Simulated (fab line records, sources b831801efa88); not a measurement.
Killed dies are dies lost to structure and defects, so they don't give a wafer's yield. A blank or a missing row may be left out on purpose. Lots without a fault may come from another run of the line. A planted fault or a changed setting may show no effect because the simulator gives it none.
One fault seen from 2 desks | flow gf180mcu | each desk has only its own numbers; what lay behind them comes last

THE TOOL OWNER'S DESK: iline_stepper-02
The tool's own readings at GF_NWELL_EXPOSE_04 (exposes mask Nwell, target cd 860 nm): means of the sampled wafers that have a number, for each lot that ran on this tool. A lot is out of limits, marked OUT, if its mean lies more than 4 standard deviations from the usual mean; the brackets give that distance.
Columns: A = exposure_dose_mJ_cm2 at GF_NWELL_EXPOSE_04, usual 260.04
lot  | first seen here | A
L606 | day 3 11:31     | 260.09
L607 | day 3 19:40     | 260.14
L608 | day 3 21:51     | 259.98
L612 | day 4 18:50     | 259.95
L617 | day 5 23:31     | 259.99
L619 | day 6 09:15     | 259.84
L622 | day 7 03:00     | 259.90
This desk's finding: nothing out of limits on any of the 7 lots.

THE METROLOGY DESK
What the gauges read, lot by lot, whatever tool the lot ran on: means of the sampled wafers that have a number. A lot is out of limits, marked OUT, if its mean lies more than 4 standard deviations from the usual mean; the brackets give that distance.
Columns: A = NWELL_OVL at GF_NWELL_OVL_MEAS_07, usual 0.2 nm; B = POLY_GATE_CVD_00_THK at GF_POLY_GATE_THK_MEAS_01, usual 199.5 nm; C = HV_LDD_03_OVL at GF_HV_LDD_OVL_MEAS_47, usual 0.1 nm
lot  | first seen here | A              | B     | C
L606 | day 3 17:40     | -0.3           | 199.9 | -0.0
L607 | day 4 01:31     | -0.4           | 199.0 | 2.8
L608 | day 4 04:00     | 1.5            | 199.5 | -1.5
L609 | day 4 10:28     | 0.4            | 200.5 | -2.6
L612 | day 5 02:00     | 0.6            | 201.7 | 0.0
L613 | day 5 08:55     | -1.4           | 201.0 | -1.7
L614 | day 5 14:15     | 0.1            | 199.3 | -0.5
L617 | day 6 06:58     | -1.6           | 199.1 | 0.8
L619 | day 6 17:03     | 94.8 (+73) OUT | 197.3 | -0.2
L620 | day 6 22:31     | -0.9           | 197.5 | 1.1
L621 | day 7 03:42     | 2.2            | 199.5 | -3.5
L622 | day 7 10:31     | 94.2 (+72) OUT | 199.2 | -0.5
L624 | day 7 20:01     | 0.2            | 198.2 | 1.1
This desk's finding: out of limits on L619, L622; first on L619, day 6 17:03 (NWELL_OVL at GF_NWELL_OVL_MEAS_07). In limits: L606, L607, L608, L609, L612, L613, L614, L617, L620, L621, L624.

PUT TOGETHER
The metrology desk could have raised an alarm at day 6 17:03, on L619, L622.
The tool owner's desk saw nothing out of limits.
The tool owner's desk has L619, L622 on record, within its limits.
Of the lots named, all ran GF_NWELL_EXPOSE_04 on iline_stepper-02.

WHAT THE SIMULATOR HAD PUT IN
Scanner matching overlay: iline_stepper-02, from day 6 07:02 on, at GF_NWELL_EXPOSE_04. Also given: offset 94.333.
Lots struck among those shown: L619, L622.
Hours from the fault's start to each desk's first reading out of limits: the metrology desk, 10.
